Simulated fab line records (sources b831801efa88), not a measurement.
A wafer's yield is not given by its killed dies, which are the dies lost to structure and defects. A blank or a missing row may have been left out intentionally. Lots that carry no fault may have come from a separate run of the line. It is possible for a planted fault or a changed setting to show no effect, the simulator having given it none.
2 desks, one fault -- flow gf180mcu -- what lay behind the numbers comes last; until then each desk has only its own

## THE TOOL OWNER'S DESK: rie-diel-03
The tool's own readings at GF_V2_ETCH_16 (etches BARC in N2/H2): means of the sampled wafers that have a number, for each lot that ran on this tool. The brackets show how far a lot's mean lies from the usual mean; more than 4 standard deviations puts the lot out of limits, marked OUT.
Columns: A = bias-w at GF_V2_ETCH_16, usual 100.0 W; B = drypump-motor-current-A at GF_V2_ETCH_16, usual 5.9 A; C = oes-product-au at GF_V2_ETCH_16, usual 0.855 a.u.; D = throttle-valve-pct at GF_V2_ETCH_16, usual 13.226 %
lot,first seen here,A,B,C,D
L185,day 22 19:23,100.1,5.5,0.858,13.215
L191,day 24 17:43,98.5 (-4.5) OUT,5.8,0.857,13.220
This desk's finding: out of limits on L191; first on L191, day 24 17:43 (bias-w at GF_V2_ETCH_16). L185: within limits.

## AT THE METROLOGY DESK
Lot by lot, what the gauges showed, no matter which tool ran the lot: averages of those sampled wafers that carry a number. The brackets show how far a lot's mean lies from the usual mean; more than 4 standard deviations puts the lot out of limits, marked OUT.
Columns: A = V3_CVD_02_THK at GF_V3_THK_MEAS_03, usual 850 nm
lot,first seen here,A
L180,day 21 21:04,859
L181,day 22 00:57,838
L183,day 22 21:20,858
L184,day 23 05:17,853
L185,day 23 19:50,854
L186,day 23 23:01,836
L191,day 25 18:05,846
L195,day 27 02:30,855
L196,day 27 04:26,843
L198,day 27 22:50,848
L201,day 28 18:38,850
L202,day 29 01:31,850
Finding of this desk: none of the 12 lots has anything out of limits.

## PUT TOGETHER
On L191, at day 24 17:43, an alarm was possible from the tool owner's desk.
At the metrology desk, nothing out of limits was observed.
The metrology desk has L191 on record, within its limits.
The lots listed all ran GF_V2_ETCH_16 on rie-diel-03.

## WHAT THE SIMULATOR PUT IN
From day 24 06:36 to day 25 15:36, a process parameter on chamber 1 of rie-diel-03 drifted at GF_V2_ETCH_16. From 100, the setting bias-w moved by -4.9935. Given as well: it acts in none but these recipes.
Shown lots that were struck: L191.
Hours from the fault's start to each desk's first reading out of limits: the tool owner's desk, 11.
